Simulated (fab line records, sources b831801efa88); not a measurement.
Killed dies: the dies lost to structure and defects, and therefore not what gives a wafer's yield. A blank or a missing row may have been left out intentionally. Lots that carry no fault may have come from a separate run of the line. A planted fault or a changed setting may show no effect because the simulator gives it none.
2 desks looking at one fault | flow sky130 | every desk sees just its own numbers, and what lay behind them comes last

== THE METROLOGY DESK ==
Lot by lot, what the gauges showed, no matter which tool ran the lot: averages of those sampled wafers that carry a number. The brackets show how far a lot's mean lies from the usual mean; more than 4 standard deviations puts the lot out of limits, marked OUT.
Columns: A = VT_ADJUST_PCH_TW at SKY_VT_ADJUST_PCH_TW_MEAS_10, usual 142.2
lot  | first seen here | A
L332 | day 10 06:34    | 140.5
L334 | day 10 21:30    | 142.5
L336 | day 11 19:31    | 143.5
L339 | day 12 14:25    | 142.2
L340 | day 12 17:25    | 140.4
L341 | day 13 02:35    | 143.6
L342 | day 13 10:11    | 142.9
L343 | day 13 23:01    | 141.1
L344 | day 14 09:55    | 140.5
L345 | day 14 17:37    | 144.2
L348 | day 15 09:46    | 143.8
L349 | day 15 17:26    | 140.7
L350 | day 16 05:47    | 143.4
L351 | day 16 12:09    | 142.8
Finding of this desk: none of the 14 lots has anything out of limits.

== DESK OF THE TOOL OWNER: cmp-02 ==
The tool's own readings at SKY_VIA4_CMP_21 (polishes, stops on SiO2, t overpolish 25 s, target thk 0 nm): means of the sampled wafers that have a number, for each lot that ran on this tool. The brackets show how far a lot's mean lies from the usual mean; more than 4 standard deviations puts the lot out of limits, marked OUT.
Columns: A = motor current A at SKY_VIA4_CMP_21, usual 11.2 A; B = overpolish run s at SKY_VIA4_CMP_21, usual 25.000 s; C = platen rpm at SKY_VIA4_CMP_21, usual 60.00 rpm; D = time to endpoint s at SKY_VIA4_CMP_21, usual 124 s
lot  | first seen here | A    | B                        | C     | D
L332 | day 42 22:23    | 11.2 | 24.999                   | 60.00 | 123
L340 | day 44 23:55    | 11.4 | 24.995                   | 60.03 | 129
L341 | day 45 07:56    | 11.5 | 25.005                   | 60.00 | 129
L342 | day 45 09:44    | 10.5 | 25.001                   | 59.94 | 132
L343 | day 46 01:43    | 10.0 | 24.999                   | 59.99 | 127
L344 | day 46 08:46    | 11.2 | 25.003                   | 60.01 | 125
L348 | day 46 23:54    | 10.9 | 0.036 (-99 or more) OUT  | 60.00 | 190 (+14) OUT
L349 | day 47 04:21    | 11.9 | 16.682 (-99 or more) OUT | 60.04 | 148 (+5.0) OUT
Finding of this desk: L348, L349 out of limits; the first was L348 at day 46 23:54, on overpolish run s at SKY_VIA4_CMP_21. In limits: L332, L340, L341, L342, L343, L344.

== ALL TOGETHER ==
On L348, L349, at day 46 23:54, an alarm was possible from the tool owner's desk.
From the metrology desk's view, nothing was out of limits.
The metrology desk has L348, L349 on record, within its limits.
Every lot named ran SKY_VIA4_CMP_21 on cmp-02.

== WHAT THE SIMULATOR HAD PUT IN ==
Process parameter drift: cmp-02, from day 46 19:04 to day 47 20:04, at SKY_VIA4_CMP_21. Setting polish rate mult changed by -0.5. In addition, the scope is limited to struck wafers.
Shown lots that were struck: L348, L349.
How many hours passed from the start of the fault until each desk's first out-of-limits reading: the tool owner's desk, 5.
